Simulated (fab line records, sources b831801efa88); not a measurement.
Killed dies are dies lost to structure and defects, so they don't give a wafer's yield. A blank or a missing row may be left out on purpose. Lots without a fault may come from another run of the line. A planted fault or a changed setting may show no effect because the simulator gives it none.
Split-lot experiment | flow sky130 | 5 lots, 23 wafers read, on a route of 708 steps

THE SPLIT
At SKY_CAPM_SPUTTER_02 (material TiN, target thk 200 nm, time 166.7 s), the setting power_w was moved away from the recipe's 6500 W on 10 of the 23 wafers read, by -10.9% to +10.2%. The other wafers ran this setting at the recipe's value.

FROM THE SPLIT TO THE READING: what the file shows between them, 5 steps
- SKY_CAPM_RS_MEAS_03: measures by four-point-probe
- SKY_CAPM_THK_MEAS_04: measures by xrf
- SKY_CAPM_DEHYDRATE_05: time 60 s
- SKY_CAPM_HMDS_06: prime time 60 s
- SKY_CAPM_DEVELOP_11: develop time 60 s

THE READING
oes_product_au, in a.u., at SKY_CAPM_METAL_ETCH_13 (etches TiN in Cl2/BCl3, stops on SiO2, target depth 220 nm, time 62.9 s). Fault-free wafers of this fab line usually give 0.941 a.u., standard deviation 0.0098 a.u..

wafer  | tool, chamber at the split | power_w as run, W | against the recipe | oes_product_au, a.u. | against lot-mates on the recipe
L074.1 | pvd_sputter-01, -          | 6500              | recipe             | 0.933                | -
L074.3 | pvd_sputter-01, -          | 6500              | recipe             | 0.933                | -
L074.4 | pvd_sputter-01, -          | 6873              | +5.7%              | 0.988                | +0.051
L074.5 | pvd_sputter-01, -          | 6500              | recipe             | 0.944                | -
L074.6 | pvd_sputter-01, -          | 6873              | +5.7%              | 0.968                | +0.031
L075.1 | pvd_sputter-01, -          | 6500              | recipe             | 0.951                | -
L075.3 | pvd_sputter-01, -          | 6500              | recipe             | 0.938                | -
L075.4 | pvd_sputter-01, -          | 6500              | recipe             | 0.942                | -
L079.1 | pvd_sputter-01, -          | 6500              | recipe             | 0.938                | -
L079.2 | pvd_sputter-01, -          | 6500              | recipe             | 0.948                | -
L079.4 | pvd_sputter-01, -          | 5789              | -10.9%             | 0.886                | -0.060
L079.5 | pvd_sputter-01, -          | 5789              | -10.9%             | 0.896                | -0.050
L079.6 | pvd_sputter-01, -          | 6500              | recipe             | 0.951                | -
L082.2 | pvd_sputter-03, -          | 6500              | recipe             | 0.927                | -
L082.3 | pvd_sputter-03, -          | 6291              | -3.2%              | 0.917                | -0.006
L082.4 | pvd_sputter-03, -          | 6291              | -3.2%              | 0.912                | -0.011
L082.5 | pvd_sputter-03, -          | 6291              | -3.2%              | 0.914                | -0.009
L082.6 | pvd_sputter-03, -          | 6500              | recipe             | 0.920                | -
L084.1 | pvd_sputter-01, -          | 7163              | +10.2%             | 0.994                | +0.057
L084.2 | pvd_sputter-01, -          | 7163              | +10.2%             | 1.000                | +0.063
L084.3 | pvd_sputter-01, -          | 6500              | recipe             | 0.936                | -
L084.5 | pvd_sputter-01, -          | 6500              | recipe             | 0.937                | -
L084.6 | pvd_sputter-01, -          | 7163              | +10.2%             | 1.001                | +0.064

THE FIT
A straight line over all 23 wafers: oes_product_au changes by +0.00546 a.u. for each +1% of power_w; r = +0.95; the points scatter about the line by 0.0094 a.u..
The same after taking each lot's own level away (the mean of its wafers on the recipe; 23 wafers): +0.00558 a.u. for each +1%; r = +0.98; scatter 0.0066 a.u..
On that fit, the largest move of power_w shifts the reading by 0.061 a.u..
The lots' own levels span 0.9235 to 0.9457 a.u., that is 2.3 times the standard deviation above.
So the lot-to-lot level changes the slope little: the two slopes agree.
Check: with one of the wafers moved furthest among these (-10.9%) left out of the fit, the line predicts -0.0573 a.u. for it against its lot-mates. It came out at -0.0597 a.u. against them.

OTHER SPLITS ON THESE WAFERS
These wafers also went through other splits before the reading. Each is held against what the fit with the lots' levels taken away leaves over:
other split on the same wafers  | wafers away from the commonest value | r with oes_product_au (lot level and that fit taken away)
SKY_METAL2_METAL_ETCH_19 bias_w | 12                                   | +0.11
SKY_VIA2_CVD_21 temp_c          | 7                                    | -0.21

THE WHOLE CHAIN: every reading that the file lists as answering this split, in the file's order
step                   | what it does                                                            | reading                                                                        | change (the file's fit)                   | r (the file's)
SKY_CAPM_SPUTTER_02    | material TiN, target thk 200 nm, time 166.7 s                           | TiN_of_CAPM_SPUTTER_02.thk_nm (the simulator's own value, which no gauge read) | +1.92 nm for each +1% of the setting      | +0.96
SKY_CAPM_RS_MEAS_03    | measures by four-point-probe                                            | CAPM_TIN_RS                                                                    | -0.067 for each +1% of the setting        | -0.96
SKY_CAPM_THK_MEAS_04   | measures by xrf                                                         | CAPM_TIN_THK                                                                   | +1.95 for each +1% of the setting         | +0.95
SKY_CAPM_METAL_ETCH_13 | etches TiN in Cl2/BCl3, stops on SiO2, target depth 220 nm, time 62.9 s | oes_product_au                                                                 | +0.00562 a.u. for each +1% of the setting | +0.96

THE FILE'S OWN FIT
oes_product_au changes by +0.00562 a.u. for each +1% of power_w, r = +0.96.
